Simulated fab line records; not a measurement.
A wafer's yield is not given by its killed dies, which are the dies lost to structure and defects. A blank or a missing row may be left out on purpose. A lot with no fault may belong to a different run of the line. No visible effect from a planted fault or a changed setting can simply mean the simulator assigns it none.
A lot that was struck, set against a sound lot | flow gf180mcu | 15 steps out of a route of 602
Sound: these wafers, L219.1, L219.2, L219.6. Struck: wafer L226.2. (L226.4, L226.6 of the same lot were not struck and are left out.) The cause comes at the end.
Order at every step that has rows: each side's tool, ch and its chambers, its first start. Under that, the readings that differ: sound wafers | struck wafers | difference of the means | sigmas: that difference in standard deviations of wafers without a fault.
alike: words and numbers the same on both sides, and readings whose means are apart by under 2 such deviations; not compared: readings that were withheld, readings missing a value for some wafer, numbers with overlapping values and no deviation given by the record, and bounds like >300 which may hide the same value.
The two part at a step that has a row with sigmas, a row that says differs or no value, or rows on one side only. Numbers that don't overlap but have no deviation are shown without sigmas and don't part them. Lack of a reading on every wafer of one side parts them only where that side has two or more wafers.

GF_CONTACT_BOW_MEAS_05:
  sound on film-metro-01, day 18 12:02; struck on film-metro-01, day 21 01:33
  alike: CONTACT_BOW
then, 8 steps without rows for these wafers: GF_CONTACT_DEHYDRATE_06 (time 60 s); GF_CONTACT_HMDS_07 (prime time 60 s); GF_CONTACT_COAT_08; GF_CONTACT_COAT_09 (resist thk 1000 nm); GF_CONTACT_SOFTBAKE_10 (time 60 s); GF_CONTACT_EXPOSE_11 (exposes mask Contact, target cd 220 nm); GF_CONTACT_PEB_12 (peb time 90 s); GF_CONTACT_DEVELOP_13 (develop time 60 s).
GF_CONTACT_CD_MEAS_14 targets a cd of 220 nm.
  sound on cd-sem-01, day 19 12:07; struck on cd-sem-01, day 22 01:18
  alike: cd-nm
GF_CONTACT_OVL_MEAS_15:
  sound on overlay-02, day 19 12:14; struck on overlay-02, day 22 01:25
  alike: CONTACT_OVL
GF_CONTACT_ETCH_16: etches BARC in N2/H2.
  sound on rie-diel-02 ch 0,1,2, day 19 12:16; struck on rie-diel-02 ch 3, day 22 01:26
  reading                | sound                | struck | difference | sigmas
  throttle-valve-pct (%) | 13.228 13.231 13.226 | 13.208 | -0.020     | -2
  alike: drypump-motor-current-A, oes-product-au, rf-fwd-power-W
GF_CONTACT_ETCH_17: etches SiO2 in C4F8/O2/Ar, stops on CoSi2, target depth 860 nm.
  sound on rie-diel-02 ch 0,1,2, day 19 12:00; struck on rie-diel-02 ch 3, day 22 01:00
  reading            | sound          | struck | difference | sigmas
  rf-fwd-power-W (W) | 1496 1495 1497 | 1257   | -239       | -49
  alike: oes-product-au
GF_CONTACT_STRIP_18: strips in O2/N2.
  sound on plasma-asher-02 ch 0,1, day 19 12:26; struck on plasma-asher-03 ch 1, day 22 01:36
  reading                     | sound       | struck | difference | sigmas
  drypump-motor-current-A (A) | 6.1 4.9 4.9 | 6.2    | +0.9       | +2
  alike: heater-power-w, oes-product-au
  not compared: rf-hours-counter-h
GF_PASSIVATION_PROBE_99:
  rows exist in the record for the sound wafers here (prober-02, day 31 17:43), none for the struck ones

== WHERE THEY PART ==
First at GF_CONTACT_ETCH_16; last, within this record, at GF_PASSIVATION_PROBE_99.

WHY: the cause the simulator had injected
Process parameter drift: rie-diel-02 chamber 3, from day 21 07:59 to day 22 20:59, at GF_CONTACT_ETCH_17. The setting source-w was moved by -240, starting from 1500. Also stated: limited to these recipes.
